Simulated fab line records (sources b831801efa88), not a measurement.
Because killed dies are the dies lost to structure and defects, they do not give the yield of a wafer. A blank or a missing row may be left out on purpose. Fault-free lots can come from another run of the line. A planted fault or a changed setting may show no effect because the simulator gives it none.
Problem report, 8D (eight disciplines) form, completed by code | flow sky130 | the parts of the form that need people (team, actions taken, sign-off) are left out

## 1. THE PROBLEM
Mean LI_CONTACT_HDPCVD_THK at SKY_LI_CONTACT_THK_MEAS_01: 680 nm over 4 wafers in 2 lots; fault-free wafers: 928 nm, standard deviation 8. That is -31 standard deviations from the usual mean.
Earliest sighting: wafer L941.1 on film-metro-01 at day 31 11:00. The record has a number at this step for 36 wafers belonging to 12 lots. By rule, "out" or "out of limits" means more than 4 standard deviations away from the usual mean. All remaining wafers that have a number are taken as sound.

## 2. WHAT IT IS AND WHAT IT IS NOT
question                    | is                             | is not
which readings at this step | LI_CONTACT_HDPCVD_THK          | -
which lots                  | L941, L942                     | L931, L932, L933, L936, L943, L944, L949, L952, L953, L954
which wafers of those lots  | L941.1, L941.2, L942.2, L942.5 | L941.4, L942.6
read on which gauges        | film-metro-01, film-metro-03   | film-metro-02
when                        | from day 31 11:00              | up to then (13 sound wafers); but 19 sound wafers of L942, L943, L944, L949, L952, L953, L954 came after

## 3. WHAT RULES OUT EACH SUSPECT
Counting: any tool at a process step up to the reading remains a suspect provided it ran every lot that is out. Sound lots after the first of them don't rule it out here, since some wafers of a struck lot are sound.
- the gauge at SKY_LI_CONTACT_THK_MEAS_01: ruled out. The wafers that are out were read on 2 gauges (film-metro-01, film-metro-03).
- hdpcvd-01 at SKY_LI_CONTACT_HDPCVD_00 (deposits PSG, target thk 930 nm, time 155 s): kept. It ran every lot that is out, first L941 (day 31 10:54); its last sound lot up to then is L933 (day 28 18:48).
Left after counting: hdpcvd-01 at SKY_LI_CONTACT_HDPCVD_00.

## 4. THE CAUSE (what the simulator had put in)
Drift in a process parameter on hdpcvd-01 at SKY_LI_CONTACT_HDPCVD_00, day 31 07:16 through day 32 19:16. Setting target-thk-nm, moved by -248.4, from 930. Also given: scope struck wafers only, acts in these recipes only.
Counting left only this tool.

## 5. SEQUENCE OF EFFECTS, ordered by route
Each row: a reading whose mean over the struck wafers that have a number lies more than 3 standard deviations from the usual. Readings are gone through only where the record gives a usual standard deviation; hours: the median, over the lots, of the time from a lot's start at the first step in this table giving one to that lot's start at this step; sigmas: the change measured in usual standard deviations.
hours | step                       | reading               | usual  | on struck wafers | change | sigmas
0     | SKY_LI_CONTACT_THK_MEAS_01 | LI_CONTACT_HDPCVD_THK | 928 nm | 680              | -248   | -31
0     | SKY_LI_CONTACT_CMP_02      | time-to-endpoint-s    | 32.0 s | 7.5              | -24.5  | -10
It contains these process steps:
- SKY_LI_CONTACT_CMP_02: polishes PSG.

## 6. HOW IT WOULD HAVE BEEN CAUGHT EARLIER
Counted from the fault's start at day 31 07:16, it took 4 hours until the first out-of-limits reading at a measuring or inspecting step in this record, taken at day 31 11:00.
L942, from the lots that are out (2), started SKY_LI_CONTACT_HDPCVD_00 on hdpcvd-01 later than day 31 11:00. A tool hold placed at that time would have kept it from harm.
